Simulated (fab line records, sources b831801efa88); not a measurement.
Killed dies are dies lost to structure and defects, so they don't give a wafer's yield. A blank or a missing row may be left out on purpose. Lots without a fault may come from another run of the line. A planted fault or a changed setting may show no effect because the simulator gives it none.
fab line records | flow sky130
record lots=24 wafers=72 last_day=51
route steps=708 shown METAL2@499 VIA2@522 CAPM@549 VIA3@585 METAL4@602
lots that met no fault: from a run of the same line without faults
start_h: hours from the record's first day to the start of the lot's first wafer shown | wait_h: hours since the lot's step before | " the same as in the row above | L1.1+2: a row that stands for several wafers | - no value, or no start given | * or withheld: withheld | < > ~ a bound
route shown NAME@n: a module of which the file shows steps, and the number in the route of the first | usual: mean/standard deviation of fault-free wafers | same: alike in all rows | chamber/n: place in a boat | sites: the reading at each site | _std_site: their standard deviation | _edge_site: outer sites' mean less inner sites' | radius_mm: how far each site lies from the wafer's centre | mask NAME#n: copy n | behind: the tool/chamber that last shaped the wafer | hold: why the lot was held/for how many hours/how that ended | device: the transistor (n, p or np) that didn't switch | end of line: the same wafers' tests at the end of the route | a step without rows: its recipe alone | killed: dies lost to structure and defects at the first sort, not the wafer's yield | map: a wafer's dies, x killed, . not, _ none there
set.NAME: the setting as run; set.NAME@STEP: as run at that earlier step | model.NAME: the simulator's own value behind a step, which no gauge read
steps of the route over a sample of lots; a table a step, a row a wafer
services: from which hour (start_h, from the record's first day; less than 0 if before it) a tool's chamber was out of use, for how many hours, and why
## steps
# step SKY_METAL2_OVL_MEAS_16
# usual METAL2_OVL=-1/5.7
# columns lot.wafer tool chamber start_h wait_h METAL2_OVL[nm]
L074.1 overlay-01 - 820.55 0.1 2
L074.2 " - " " 0
L074.4 " - " " 6
L075.1 overlay-02 - 841.50 0.1 0
L075.4 " - " " -3
L075.5 " - " " -1
L076.1 overlay-01 - 845.35 0.1 -7
L076.2 " - " " 7
L076.4 " - " " 8
L077.3 overlay-01 - 860.75 0.1 -11
L077.4 " - " " -2
L077.5 " - " " -14
L079.1 overlay-02 - 863.90 0.1 -4
L079.3 " - " " -3
L079.4 " - " " -7
L078.3 overlay-01 - 868.60 0.1 -6
L078.4 " - " " -1
L078.5 " - " " -2
L080.2 overlay-02 - 879.26 0.1 2
L080.3 " - " " -4
L080.6 " - " " -1
L081.3 overlay-01 - 889.05 0.1 -4
L081.4 " - " " 0
L081.5 " - " " 0
L082.2 overlay-02 - 891.10 0.1 11
L082.3 " - " " -3
L082.6 " - " " 7
L083.2 overlay-01 - 905.11 0.1 -8
L083.3 " - " " 3
L083.4 " - " " -2
L085.1 overlay-01 - 913.70 0.1 3
L085.2 " - " " 10
L085.5 " - " " 6
L084.3 overlay-01 - 915.51 0.1 3
L084.4 " - " " 8
L084.6 " - " " 11
L086.1 overlay-01 - 919.60 0.1 -2
L086.2 " - " " 0
L086.6 " - " " 4
L087.1 overlay-01 - 940.45 0.1 3
L087.2 " - " " -11
L087.4 " - " " -5
L088.3 overlay-01 - 948.97 0.1 2
L088.4 " - " " 1
L088.6 " - " " 7
L089.1 overlay-01 - 960.44 0.1 -2
L089.3 " - " " -7
L089.4 " - " " 3
L090.2 overlay-01 - 965.11 0.1 4
L090.4 " - " " -4
L090.5 " - " " -6
L091.1 overlay-01 - 979.20 0.1 -4
L091.4 " - " " -6
L091.6 " - " " -1
L092.1 overlay-01 - 984.10 0.1 -6
L092.2 " - " " -7
L092.6 " - " " -1
L093.1 overlay-01 - 989.90 0.1 8
L093.2 " - " " -1
L093.3 " - " " 10
L094.2 overlay-02 - 992.21 0.1 1
L094.4 " - " " -1
L094.6 " - " " -3
L096.1 overlay-01 - 995.90 0.1 11
L096.2 " - " " 3
L096.5 " - " " 3
L095.4 overlay-01 - 998.52 0.1 -10
L095.5 " - " " -8
L095.6 " - " " -6
L097.2 overlay-01 - 1001.65 0.1 -4
L097.4 " - " " 2
L097.5 " - " " -9
# step SKY_VIA2_ETCH_15
# recipe target=SiO2 chemistry=C4F8/O2/Ar target_depth_nm=546 stop_on=TiN mask_material=KrF-thick source_w=1500 bias_w=1200 pressure_mtorr=40 c4f8_flow_sccm=withheld O2_flow_sccm=6 Ar_flow_sccm=300 time_s=84
# usual chamber_pressure_mTorr=40.00/0.035 oes_product_au=0.940/0.0047
# columns lot.wafer tool chamber start_h wait_h chamber_pressure_mTorr oes_product_au rf_hours_counter_h
L074.1 rie_diel-02 0 849.13 0.0 40.01 0.942 12
L074.2 " 1 " " 39.96 0.944 18
L074.4 " 3 " " 40.00 0.936 -
L075.1 rie_diel-03 2 869.60 0.0 40.06 0.941 25
L075.4 " 3 " " 40.03 0.946 14
L075.5 " 3 " " 39.96 0.942 -
L076.1 rie_diel-01 1 873.29 0.4 40.00 0.938 3
L076.2 " 3 " " 40.04 0.938 11
L076.4 " 2 " " 39.96 0.930 0
L077.3 rie_diel-02 2 888.45 0.0 39.96 0.936 1
L077.4 " 3 " " 39.97 0.932 11
L077.5 " 1 " " 40.00 0.942 -
L079.1 rie_diel-03 3 891.53 0.0 40.00 0.943 14
L079.3 " 0 " " 40.02 0.940 8
L079.4 " 1 " " 40.02 0.939 7
L078.3 rie_diel-01 1 895.85 0.0 40.01 0.944 4
L078.4 " 3 " " 40.02 0.943 12
L078.5 " 2 " " 40.04 0.935 -
L080.2 rie_diel-03 3 905.50 0.0 40.01 0.952 15
L080.3 " 0 " " 40.04 0.938 9
L080.6 " 3 " " 39.94 0.941 -
L081.3 rie_diel-02 0 915.93 0.0 40.02 0.940 14
L081.4 " 2 " " 39.99 0.936 -
L081.5 " 0 " " 39.98 0.936 -
L082.2 rie_diel-01 2 917.77 0.0 40.04 0.941 1
L082.3 " 1 " " 40.03 0.937 5
L082.6 " 1 " " 40.02 0.947 -
L083.2 rie_diel-03 1 931.93 0.0 40.00 0.942 9
L083.3 " 0 " " 39.98 0.939 10
L083.4 " 0 " " 40.02 0.940 -
L085.1 rie_diel-01 3 940.70 0.0 40.04 0.946 13
L085.2 " 1 " " 39.93 0.943 5
L085.5 " 0 " " 40.01 0.941 -
L084.3 rie_diel-02 1 942.48 0.0 40.01 0.941 21
L084.4 " 0 " " 39.96 0.943 14
L084.6 " 3 " " 40.06 0.937 -
L086.1 rie_diel-01 3 946.12 0.0 39.98 0.939 14
L086.2 " 2 " " 40.01 0.936 2
L086.6 " 1 " " 39.99 0.939 -
L087.1 rie_diel-02 0 967.25 0.0 39.99 0.934 15
L087.2 " 2 " " 40.02 0.938 3
L087.4 " 3 " " 40.02 0.944 12
L088.3 rie_diel-03 0 974.83 0.0 39.97 0.939 11
L088.4 " 3 " " 40.01 0.941 17
L088.6 " 3 " " 39.97 0.946 -
L089.1 rie_diel-02 2 986.42 0.0 39.97 0.938 4
L089.3 " 1 " " 40.03 0.943 22
L089.4 " 3 " " 40.03 0.937 -
L090.2 rie_diel-03 3 991.13 0.0 40.02 0.939 17
L090.4 " 0 " " 40.00 0.940 12
L090.5 " 0 " " 40.02 0.941 -
L091.1 rie_diel-02 3 1004.53 0.0 40.04 0.945 14
L091.4 " 1 " " 39.95 0.944 23
L091.6 " 3 " " 40.00 0.941 -
L092.1 rie_diel-01 0 1009.32 0.0 40.02 0.947 17
L092.2 " 2 " " 40.04 0.946 4
L092.6 " 0 " " 40.03 0.938 -
L093.1 rie_diel-03 2 1015.23 0.0 39.96 0.943 30
L093.2 " 1 " " 40.04 0.938 12
L093.3 " 0 " " 40.02 0.946 12
L094.2 rie_diel-01 1 1017.58 0.0 40.02 0.938 7
L094.4 " 0 " " 39.99 0.941 17
L094.6 " 0 " " 40.02 0.937 -
L096.1 rie_diel-02 2 1021.25 0.0 39.98 0.933 5
L096.2 " 3 " " 39.93 0.946 14
L096.5 " 0 " " 39.98 0.934 -
L095.4 rie_diel-02 1 1023.93 0.0 39.96 0.939 23
L095.5 " 1 " " 40.03 0.948 -
L095.6 " 2 " " 40.01 0.940 -
L097.2 rie_diel-03 1 1026.10 0.0 39.98 0.932 12
L097.4 " 0 " " 40.02 0.931 13
L097.5 " 2 " " 39.99 0.939 -
# step SKY_VIA2_THK_MEAS_23
# recipe thk_meas_gauge=xrf reads=W_of_VIA2_CVD_21
# usual VIA2_W_THK=407/7.4
# columns lot.wafer tool chamber start_h wait_h VIA2_W_THK[nm]
L074.1 film_metro-01 - 850.10 0.1 418
L074.2 " - " " 411
L074.4 " - " " 411
L075.1 film_metro-03 - 870.57 0.1 400
L075.4 " - " " 401
L075.5 " - " " 406
L076.1 film_metro-01 - 874.26 0.1 406
L076.2 " - " " 414
L076.4 " - " " 405
L077.3 film_metro-02 - 889.48 0.1 408
L077.4 " - " " 406
L077.5 " - " " 410
L079.1 film_metro-03 - 892.51 0.1 397
L079.3 " - " " 389
L079.4 " - " " 397
L078.3 film_metro-03 - 896.92 0.1 403
L078.4 " - " " 396
L078.5 " - " " 405
L080.2 film_metro-02 - 906.88 0.1 410
L080.3 " - " " 410
L080.6 " - " " 411
L081.3 film_metro-01 - 916.98 0.1 401
L081.4 " - " " 408
L081.5 " - " " 405
L082.2 film_metro-02 - 918.76 0.1 407
L082.3 " - " " 407
L082.6 " - " " 406
L083.2 film_metro-03 - 932.92 0.1 398
L083.3 " - " " 401
L083.4 " - " " 406
L085.1 film_metro-01 - 941.67 0.1 410
L085.2 " - " " 424
L085.5 " - " " 419
L084.3 film_metro-02 - 943.49 0.1 406
L084.4 " - " " 413
L084.6 " - " " 403
L086.1 film_metro-03 - 947.10 0.1 404
L086.2 " - " " 406
L086.6 " - " " 403
L087.1 film_metro-03 - 968.38 0.1 395
L087.2 " - " " 399
L087.4 " - " " 400
L088.3 film_metro-01 - 975.82 0.1 409
L088.4 " - " " 418
L088.6 " - " " 409
L089.1 film_metro-03 - 987.48 0.1 405
L089.3 " - " " 405
L089.4 " - " " 404
L090.2 film_metro-02 - 992.17 0.1 411
L090.4 " - " " 415
L090.5 " - " " 420
L091.1 film_metro-02 - 1005.50 0.1 408
L091.4 " - " " 422
L091.6 " - " " 406
L092.1 film_metro-03 - 1010.29 0.1 404
L092.2 " - " " 407
L092.6 " - " " 406
L093.1 film_metro-01 - 1016.20 0.1 398
L093.2 " - " " 406
L093.3 " - " " 398
L094.2 film_metro-02 - 1018.56 0.1 417
L094.4 " - " " 418
L094.6 " - " " 419
L096.1 film_metro-03 - 1022.22 0.1 404
L096.2 " - " " 405
L096.5 " - " " 405
L095.4 film_metro-01 - 1024.93 0.1 403
L095.5 " - " " 408
L095.6 " - " " 403
L097.2 film_metro-01 - 1027.08 0.1 399
L097.4 " - " " 401
L097.5 " - " " 406
# step SKY_CAPM_OVL_MEAS_12
# usual CAPM_OVL=0.1/1.1
# columns lot.wafer tool chamber start_h wait_h CAPM_OVL[nm]
L074.1 overlay-02 - 876.43 0.1 0.2
L074.2 " - " " 1.3
L074.4 " - " " -0.4
L075.1 overlay-02 - 897.88 0.1 1.1
L075.4 " - " " 0.7
L075.5 " - " " -0.7
L076.1 overlay-01 - 899.93 0.1 0.4
L076.2 " - " " 0.7
L076.4 " - " " 0.5
L077.3 overlay-02 - 915.32 0.1 -2.5
L077.4 " - " " -1.6
L077.5 " - " " -3.5
L079.1 overlay-02 - 918.63 0.1 0.5
L079.3 " - " " -1.2
L079.4 " - " " 0.6
L078.3 overlay-02 - 923.64 0.1 2.2
L078.4 " - " " -0.6
L078.5 " - " " 0.4
L080.2 overlay-02 - 932.33 0.1 -0.2
L080.3 " - " " 0.3
L080.6 " - " " 0.3
L081.3 overlay-01 - 942.84 0.1 0.9
L081.4 " - " " -0.8
L081.5 " - " " 1.4
L082.2 overlay-01 - 944.38 0.1 -0.3
L082.3 " - " " 1.6
L082.6 " - " " 0.9
L083.2 overlay-01 - 958.36 0.1 1.4
L083.3 " - " " 1.9
L083.4 " - " " -0.2
L085.1 overlay-02 - 966.70 0.1 0.1
L085.2 " - " " 1.1
L085.5 " - " " 1.0
L084.3 overlay-01 - 968.69 0.1 1.3
L084.4 " - " " 0.2
L084.6 " - " " 1.6
L086.1 overlay-01 - 973.43 0.1 -0.4
L086.2 " - " " -0.3
L086.6 " - " " -1.9
L087.1 overlay-02 - 993.03 0.1 -3.3
L087.2 " - " " -1.1
L087.4 " - " " -1.9
L088.3 overlay-02 - 999.85 0.1 2.4
L088.4 " - " " 2.1
L088.6 " - " " 1.4
L089.1 overlay-01 - 1011.18 0.1 -0.3
L089.3 " - " " -0.5
L089.4 " - " " 0.2
L090.2 overlay-01 - 1016.14 0.1 -1.2
L090.4 " - " " 1.4
L090.5 " - " " 0.3
L091.1 overlay-02 - 1029.08 0.1 1.5
L091.4 " - " " 1.2
L091.6 " - " " -0.2
L092.1 overlay-02 - 1033.94 0.1 -0.5
L092.2 " - " " 1.1
L092.6 " - " " 0.5
L093.1 overlay-01 - 1039.94 0.1 0.9
L093.2 " - " " 0.9
L093.3 " - " " 0.3
L094.2 overlay-01 - 1041.88 0.1 2.1
L094.4 " - " " 0.1
L094.6 " - " " 1.1
L096.1 overlay-02 - 1045.38 0.1 -0.6
L096.2 " - " " 0.2
L096.5 " - " " 0.9
L095.4 overlay-01 - 1047.87 0.1 -2.9
L095.5 " - " " -0.3
L095.6 " - " " -1.7
L097.2 overlay-01 - 1050.11 0.1 0.2
L097.4 " - " " -0.3
L097.5 " - " " 1.2
# step SKY_VIA3_CD_MEAS_12
# recipe target_cd_nm=200
# usual cd_nm=200.4/1.6
# columns lot.wafer tool chamber start_h wait_h cd_nm
L074.1 cd_sem-02 - 930.07 - 200.9
L074.2 " - " " 200.5
L074.4 " - " " 200.5
L075.1 cd_sem-01 - 951.32 - 202.2
L075.4 " - " " 201.8
L075.5 " - " " 202.0
L076.1 cd_sem-01 - 952.08 - 199.1
L076.2 " - " " 199.5
L076.4 " - " " 199.7
L077.3 cd_sem-01 - 968.07 - 197.7
L077.4 " - " " 199.1
L077.5 " - " " 198.9
L079.1 cd_sem-02 - 970.83 - 203.5
L079.3 " - " " 203.0
L079.4 " - " " 203.5
L078.3 cd_sem-01 - 975.92 - 201.8
L078.4 " - " " 199.4
L078.5 " - " " 200.9
L080.2 cd_sem-02 - 985.29 - 202.1
L080.3 " - " " 202.9
L080.6 " - " " 202.1
L081.3 cd_sem-01 - 994.57 - 198.5
L081.4 " - " " 199.7
L081.5 " - " " 200.2
L082.2 cd_sem-01 - 996.09 - 203.7
L082.3 " - " " 201.2
L082.6 " - " " 202.2
L083.2 cd_sem-01 - 1008.79 - 200.6
L083.3 " - " " 199.5
L083.4 " - " " 200.6
L085.1 cd_sem-01 - 1016.63 - 202.5
L085.2 " - " " 201.8
L085.5 " - " " 201.1
L084.3 cd_sem-02 - 1018.78 - 200.0
L084.4 " - " " 200.3
L084.6 " - " " 199.4
L086.1 cd_sem-02 - 1023.63 - 197.4
L086.2 " - " " 197.8
L086.6 " - " " 198.0
L087.1 cd_sem-01 - 1042.23 - 197.7
L087.2 " - " " 198.5
L087.4 " - " " 199.1
L088.3 cd_sem-01 - 1047.96 - 199.9
L088.4 " - " " 198.3
L088.6 " - " " 198.4
L089.1 cd_sem-01 - 1059.48 - 200.6
L089.3 " - " " 201.1
L089.4 " - " " 201.9
L090.2 cd_sem-02 - 1064.59 - 201.7
L090.4 " - " " 201.1
L090.5 " - " " 201.2
L091.1 cd_sem-01 - 1075.58 - 197.3
L091.4 " - " " 197.1
L091.6 " - " " 197.3
L092.1 cd_sem-02 - 1080.64 - 197.2
L092.2 " - " " 199.2
L092.6 " - " " 200.0
L093.1 cd_sem-02 - 1086.59 - 200.8
L093.2 " - " " 201.2
L093.3 " - " " 202.2
L094.2 cd_sem-01 - 1087.90 - 199.9
L094.4 " - " " 199.8
L094.6 " - " " 201.6
L096.1 cd_sem-01 - 1091.54 - 199.8
L096.2 " - " " 201.2
L096.5 " - " " 200.6
L095.4 cd_sem-01 - 1093.70 - 200.3
L095.5 " - " " 200.5
L095.6 " - " " 200.3
L097.2 cd_sem-01 - 1095.85 - 198.4
L097.4 " - " " 199.6
L097.5 " - " " 200.5
# step SKY_METAL4_SPUTTER_04
# recipe material=TiN target_thk_nm=70 power_w=6500 time_s=58.3 chamber_pressure_pa=0.4
# usual throttle_valve_pct=30.0/0.9
# columns lot.wafer tool chamber start_h wait_h throttle_valve_pct
L074.1 pvd_sputter-04 - 931.69 0.0 29.7
L074.2 " - " " 30.7
L074.4 " - " " 31.2
L075.1 pvd_sputter-01 - 952.95 0.0 29.9
L075.4 " - " " 31.2
L075.5 " - " " 31.1
L076.1 pvd_sputter-01 - 953.70 0.0 30.1
L076.2 " - " " 31.0
L076.4 " - " " 29.9
L077.3 pvd_sputter-01 - 969.69 0.0 28.7
L077.4 " - " " 29.6
L077.5 " - " " 28.9
L079.1 pvd_sputter-01 - 972.45 0.0 29.8
L079.3 " - " " 28.8
L079.4 " - " " 31.2
L078.3 pvd_sputter-01 - 977.57 0.0 28.9
L078.4 " - " " 29.6
L078.5 " - " " 30.0
L080.2 pvd_sputter-03 - 986.98 0.0 31.6
L080.3 " - " " 29.3
L080.6 " - " " 29.2
L081.3 pvd_sputter-04 - 996.24 0.0 31.2
L081.4 " - " " 29.7
L081.5 " - " " 29.7
L082.2 pvd_sputter-04 - 997.71 0.0 31.1
L082.3 " - " " 29.8
L082.6 " - " " 29.7
L083.2 pvd_sputter-04 - 1010.43 0.0 29.6
L083.3 " - " " 30.7
L083.4 " - " " 31.0
L085.1 pvd_sputter-03 - 1018.28 0.0 29.2
L085.2 " - " " 29.2
L085.5 " - " " 29.1
L084.3 pvd_sputter-01 - 1020.51 0.0 29.8
L084.4 " - " " 31.0
L084.6 " - " " 29.9
L086.1 pvd_sputter-04 - 1025.25 0.0 30.9
L086.2 " - " " 29.5
L086.6 " - " " 29.7
L087.1 pvd_sputter-03 - 1043.85 0.0 31.5
L087.2 " - " " 28.9
L087.4 " - " " 29.1
L088.3 pvd_sputter-03 - 1049.55 0.0 29.2
L088.4 " - " " 28.7
L088.6 " - " " 28.6
L089.1 pvd_sputter-01 - 1061.10 0.0 31.4
L089.3 " - " " 29.7
L089.4 " - " " 29.6
L090.2 pvd_sputter-01 - 1066.20 0.0 30.2
L090.4 " - " " 29.7
L090.5 " - " " 29.6
L091.1 pvd_sputter-01 - 1077.20 0.0 28.6
L091.4 " - " " 31.0
L091.6 " - " " 28.4
L092.1 pvd_sputter-01 - 1082.26 0.0 28.8
L092.2 " - " " 31.4
L092.6 " - " " 29.8
L093.1 pvd_sputter-04 - 1088.83 0.0 29.5
L093.2 " - " " 30.3
L093.3 " - " " 29.5
L094.2 pvd_sputter-03 - 1089.65 0.0 28.4
L094.4 " - " " 31.7
L094.6 " - " " 29.0
L096.1 pvd_sputter-04 - 1093.24 0.0 30.4
L096.2 " - " " 31.0
L096.5 " - " " 29.3
L095.4 pvd_sputter-04 - 1095.46 0.0 30.7
L095.5 " - " " 30.5
L095.6 " - " " 29.5
L097.2 pvd_sputter-04 - 1097.75 0.0 29.8
L097.4 " - " " 29.8
L097.5 " - " " 30.4
## services
# columns tool chamber start_h hours kind
rie_diel-03 2 833.39 6.1 repair
rie_diel-03 - 861.67 2.8 pm
rie_diel-01 3 862.30 2.6 repair
pvd_sputter-01 - 865.98 2.0 repair
rie_diel-03 2 893.47 7.6 repair
pvd_sputter-01 0 911.07 - consumable_replace:kit
pvd_sputter-01 0 911.07 18.0 scheduled_down
pvd_sputter-01 0 911.07 18.0 vent_cycle
rie_diel-02 3 914.49 4.4 repair
rie_diel-02 - 927.64 14.6 pm
rie_diel-03 3 928.55 15.0 repair
rie_diel-02 3 945.80 5.2 repair
rie_diel-01 3 954.92 8.4 repair
rie_diel-02 0 979.05 8.9 repair
pvd_sputter-01 - 980.58 0.6 repair
pvd_sputter-03 - 1019.39 1.4 repair
pvd_sputter-01 - 1035.19 10.1 repair
rie_diel-01 - 1037.64 4.3 pm
pvd_sputter-01 - 1051.10 7.3 repair
pvd_sputter-03 - 1056.67 3.3 repair
pvd_sputter-01 - 1058.87 0.6 repair
pvd_sputter-01 3 1066.25 - consumable_replace:kit
pvd_sputter-01 3 1066.25 18.0 scheduled_down
rie_diel-01 1 1084.37 7.1 repair
## key
fault none
